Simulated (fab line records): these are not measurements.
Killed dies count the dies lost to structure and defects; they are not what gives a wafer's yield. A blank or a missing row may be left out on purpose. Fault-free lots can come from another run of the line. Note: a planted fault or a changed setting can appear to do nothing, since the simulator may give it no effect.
Which tool is to blame? -- flow gf180mcu -- 13 lots with 39 wafers sampled at 2 steps, on a route of 602 steps

WHAT EACH GAUGE READ, for each wafer
GF_V4_OVL_MEAS_15.
lot,measured,on,V4_OVL (nm)
L569,day 23 19:14,overlay-01,1 -9 1
L570,day 24 12:53,overlay-02,6 -2 3
L571,day 24 16:05,overlay-01,2 -1 -2
L572,day 25 07:38,overlay-02,-3 -1 -3
L573,day 26 04:55,overlay-02,-13 -15 -8
L576,day 26 18:10,overlay-01,-5 -4 -2
L577,day 27 14:10,overlay-01,11 7 6
L578,day 27 21:13,overlay-02,13 1 -1
L580,day 28 07:19,overlay-02,5 3 4
L589,day 30 11:01,overlay-01,-4 0 0
L590,day 30 13:52,overlay-02,2 0 -2
L591,day 30 20:28,overlay-02,16 12 12
L592,day 31 03:58,overlay-02,4 12 12

GF_V4_RS_MEAS_24: the measuring method here is four-point-probe.
lot,measured,on,V4_W_RS (ohm/sq)
L569,day 23 20:10,film-metro-01,0.3280 0.3257 0.3290
L570,day 24 13:58,film-metro-01,0.3273 0.3248 0.3294
L571,day 24 17:03,film-metro-02,0.3309 0.3250 0.3333
L572,day 25 08:33,film-metro-02,0.3258 0.3263 0.3228
L573,day 26 05:52,film-metro-02,0.3303 0.3289 0.3305
L576,day 26 19:06,film-metro-01,0.3326 0.3278 0.3354
L577,day 27 15:05,film-metro-03,0.3280 0.3312 0.3301
L578,day 27 22:09,film-metro-03,0.3276 0.3300 0.3284
L580,day 28 08:15,film-metro-03,0.3309 0.3291 0.3273
L589,day 30 11:56,film-metro-01,0.3249 0.3305 0.3282
L590,day 30 14:47,film-metro-01,0.3296 0.3307 0.3244
L591,day 30 21:24,film-metro-02,0.3271 0.3259 0.3258
L592,day 31 04:53,film-metro-01,0.3298 0.3290 0.3273

EACH LOT AND THE TOOL THAT RAN IT (in order: tool; ch and the chambers of the sampled wafers; start)
Before these readings, the record contains no process step.

AS READ BY THE TOOLS THEMSELVES (means over the sampled wafers that have a number; for cases with no such wafer, the mark the record gives instead)
The record holds no such reading with a usual standard deviation.

THE ANSWER, worked out from the rows above alone
Rule: usual is defined by the lots themselves. The widest of any qualifying gaps counts: lots, ordered by their means at a reading, are off when they make up no more than a third of the lots, leave a main group of 4 or more, and stand apart from it by 3 or more times the standard deviation of that group's means. The tables above print the reading to a certain number of digits; a main group whose means all agree to those digits is not used. A lot without any number at a reading at which 4 lots or more have one is off too. Any other lot the step has rows for is counted as sound. The gauges are gone through in route order, then the tools' own readings, and for those a lot's mean is taken as printed above. At the first step where some lot is off, the reading lying furthest off is the one used; lots without a number count as furthest.
Across all readings shown, no lot is off: no conclusion can be drawn from this.

WHAT HAD BEEN PUT IN BY THE SIMULATOR
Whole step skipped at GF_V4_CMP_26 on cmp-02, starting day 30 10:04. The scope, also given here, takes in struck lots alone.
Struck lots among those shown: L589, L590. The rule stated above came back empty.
